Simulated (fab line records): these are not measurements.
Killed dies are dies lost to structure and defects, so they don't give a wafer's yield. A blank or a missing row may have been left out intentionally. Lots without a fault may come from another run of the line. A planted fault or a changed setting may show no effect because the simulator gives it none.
Problem report, 8D (eight disciplines) form, completed by code    flow gf180mcu    the parts of the form that need people (team, actions taken, sign-off) are left out

1. THE ISSUE
Wafers without a fault read 399.9 nm, standard deviation 2.4; cdNm at GF_HV_LDD_CD_MEAS_19 reads a mean of 428.4 nm on 9 wafers belonging to 3 lots. Measured from the usual mean, that is +12 standard deviations.
The step: target cd 400 nm.
Seen first at day 15 03:44 on cdSem-02, wafer L975.2. At this step, 39 wafers from 13 lots have a number in the record. By rule, "out" or "out of limits" means more than 4 standard deviations away from the usual mean. The other wafers with a number count as sound.

2. WHAT IT IS, WHAT IT ISN'T
question                     is                      is not
which readings at this step  cdNm                    -
which lots                   L975, L979, L981        L961, L962, L963, L964, L966, L969, L972, L980, L982, L984
which wafers of those lots   all that have a number  -
read on which gauges         cdSem-01, cdSem-02      -
when                         from day 15 03:44       up to then (21 sound wafers); but 9 sound wafers of L980, L982, L984 came after

3. SUSPECTS, AND WHAT RULES EACH OUT
Counting: a tool at a process step up to the reading stays a suspect if it ran every lot that is out and no sound lot after the first of them.
- ruled out: the gauge at GF_HV_LDD_CD_MEAS_19. The wafers that are out were read on 2 gauges (cdSem-01, cdSem-02).
- ilineStepper-02 at GF_HV_LDD_EXPOSE_16 (exposes mask Pplus LV AREA, target cd 400 nm): kept. It processed each lot that is out, first L975 at day 14 17:10, and no sound lot thereafter; up to then, the last sound lot it processed was L969 at day 12 21:54. Out on those wafers are its own readings of exposureDoseMJCm2.
The count leaves ilineStepper-02 at GF_HV_LDD_EXPOSE_16.

4. THE CAUSE (what the simulator had put in)
Process parameters drifting: ilineStepper-02 at GF_HV_LDD_EXPOSE_16, beginning at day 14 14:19. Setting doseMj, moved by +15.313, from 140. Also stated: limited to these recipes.
After counting, this tool was the only one left.

5. THE CHAIN OF EFFECTS, in route order
One row per reading whose mean, taken over the struck wafers that have a number, lies over 3 standard deviations from the usual. Only readings whose record carries a usual standard deviation are examined. hours: median over the lots of the time between each lot's start at the first step of this table that gives one and its start at this step. sigmas: the change, counted in usual standard deviations.
hours  step                  reading            usual     on struck wafers  change  sigmas
0      GF_HV_LDD_EXPOSE_16   exposureDoseMJCm2  140.01    155.39            +15.38  +99 or more
11     GF_HV_LDD_CD_MEAS_19  cdNm               399.9 nm  428.4             +28.5   +12
The process steps in it:
- GF_HV_LDD_EXPOSE_16: exposes mask Pplus LV AREA, target cd 400 nm.
At these later measuring or inspecting steps, every struck wafer for which the step has a row has a number for every such reading, and none has moved that far: GF_HV_LDD_OVL_MEAS_20, GF_HV_LDD_CD_MEAS_46.

6. WHAT WOULD HAVE CAUGHT IT SOONER
In this record the first reading out of limits at a measuring or inspecting step was taken at day 15 03:44, 13 hours after the fault began at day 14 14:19.
The tool's own readings at GF_HV_LDD_EXPOSE_16 were out on every struck wafer that the step has a row for (exposureDoseMJCm2): an alarm limit on them would have fired on the first of those.
Lots out: 3; of these, L979, L981 started GF_HV_LDD_EXPOSE_16 on ilineStepper-02 after day 15 03:44. A hold on the tool at that time would have spared those 2.
